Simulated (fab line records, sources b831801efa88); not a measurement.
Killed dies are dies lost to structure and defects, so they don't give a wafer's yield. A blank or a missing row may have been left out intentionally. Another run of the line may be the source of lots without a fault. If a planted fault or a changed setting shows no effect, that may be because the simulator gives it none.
One fault seen from 2 desks || flow sky130 || only its own numbers are on each desk; what lay behind them is given at the end

## DESK OF THE TOOL OWNER: pvdSputter-01
The tool's own readings at SKY_METAL1_SPUTTER_01 (material TiN, target thk 20 nm, time 16.7 s): means of the sampled wafers that have a number, for each lot that ran on this tool. A lot is out of limits, marked OUT, if its mean lies more than 4 standard deviations from the usual mean; the brackets give that distance.
Columns: A = chamberPressurePa at SKY_METAL1_SPUTTER_01, usual 0.4000 Pa; B = throttleValvePct at SKY_METAL1_SPUTTER_01, usual 29.9 %
{"lot": "L756", "first seen here": "day 31 18:53", "A": 0.3996, "B": 29.8}
{"lot": "L769", "first seen here": "day 35 22:29", "A": "0.3363 (-82) OUT", "B": 31.8}
{"lot": "L772", "first seen here": "day 36 15:10", "A": "0.3365 (-81) OUT", "B": 32.8}
{"lot": "L773", "first seen here": "day 36 20:38", "A": "0.3365 (-81) OUT", "B": 32.7}
This desk's finding: out of limits on L769, L772, L773; first on L769, day 35 22:29 (chamberPressurePa at SKY_METAL1_SPUTTER_01). In limits: L756.

## THE METROLOGY DESK
What the gauges read for every lot (on any tool): the sampled wafers with a number, averaged. A lot is out of limits, marked OUT, if its mean lies more than 4 standard deviations from the usual mean; the brackets give that distance.
Columns: A = CONTACT_W_RS at SKY_CONTACT_RS_MEAS_25, usual 0.340 ohm/sq; B = CONTACT_W_THK at SKY_CONTACT_THK_MEAS_26, usual 338 nm
{"lot": "L756", "first seen here": "day 31 18:24", "A": 0.345, "B": 336}
{"lot": "L765", "first seen here": "day 34 19:53", "A": 0.345, "B": 331}
{"lot": "L769", "first seen here": "day 35 21:59", "A": 0.344, "B": 333}
{"lot": "L772", "first seen here": "day 36 14:26", "A": 0.342, "B": 332}
{"lot": "L773", "first seen here": "day 36 20:07", "A": 0.338, "B": 338}
{"lot": "L775", "first seen here": "day 37 14:40", "A": 0.338, "B": 339}
{"lot": "L778", "first seen here": "day 38 10:28", "A": 0.338, "B": 335}
This desk found nothing out of limits on any of the 7 lots.

## ALL TOGETHER
An alarm could have come from the tool owner's desk at day 35 22:29, on L769, L772, L773.
At the metrology desk, nothing out of limits was observed.
The metrology desk holds a record of L769, L772, L773, inside its limits.
The lots listed all ran SKY_METAL1_SPUTTER_01 on pvdSputter-01.

## WHAT THE SIMULATOR PUT IN
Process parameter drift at SKY_METAL1_SPUTTER_01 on pvdSputter-01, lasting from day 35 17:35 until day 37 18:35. The setting chamberPressurePa was moved by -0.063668, starting from 0.4. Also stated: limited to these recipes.
Lots struck among those shown: L769, L772, L773.
Delay in hours, fault start to first out-of-limits reading, by desk: the tool owner's desk at 5.
